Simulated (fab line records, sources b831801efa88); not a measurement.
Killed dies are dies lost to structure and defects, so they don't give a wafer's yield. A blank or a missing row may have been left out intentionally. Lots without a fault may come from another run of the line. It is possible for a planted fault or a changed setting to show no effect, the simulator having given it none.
2 desks, one fault / flow sky130 / only its own numbers are on each desk; what lay behind them is given at the end

## DESK OF THE TOOL OWNER: iline stepper-01
The tool's own readings at SKY_METAL5_EXPOSE_11 (exposes mask MM5, target cd 1600 nm): means of the sampled wafers that have a number, for each lot that ran on this tool. Any lot whose mean is over 4 standard deviations away from the usual mean is out of limits and marked OUT; that distance is given in the brackets.
Columns: A = stage vel mm s at SKY_METAL5_EXPOSE_11, usual 500.01 mm/s
lot=L915; first seen here=day 44 12:22; A=500.08
lot=L922; first seen here=day 46 09:35; A=500.20
lot=L923; first seen here=day 47 09:22; A=499.85
This desk's verdict: no lot among the 3 shows anything out of limits.

## AT THE METROLOGY DESK
Means of the sampled wafers that have a number, per lot and without regard to the tool the lot ran on: this is what the gauges read. Any lot whose mean is over 4 standard deviations away from the usual mean is out of limits and marked OUT; that distance is given in the brackets.
Columns: A = METAL5_ALCU_RS at SKY_METAL5_RS_MEAS_05, usual 0.02695 ohm/sq; B = METAL5_ALCU_THK at SKY_METAL5_THK_MEAS_06, usual 1166 nm
lot=L912; first seen here=day 42 21:22; A=0.02655; B=1175
lot=L915; first seen here=day 44 00:32; A=0.02724; B=1151
lot=L922; first seen here=day 45 22:44; A=0.02690; B=1171
lot=L923; first seen here=day 46 23:20; A=0.02680; B=1174
lot=L928; first seen here=day 47 06:10; A=0.02687; B=1166
lot=L931; first seen here=day 47 20:37; A=0.02715; B=1160
This desk's verdict: no lot among the 6 shows anything out of limits.

## PUT TOGETHER
Nothing out of limits was seen by the tool owner's desk.
Metrology desk: nothing out of limits seen.

## WHAT THE SIMULATOR HAD PUT IN
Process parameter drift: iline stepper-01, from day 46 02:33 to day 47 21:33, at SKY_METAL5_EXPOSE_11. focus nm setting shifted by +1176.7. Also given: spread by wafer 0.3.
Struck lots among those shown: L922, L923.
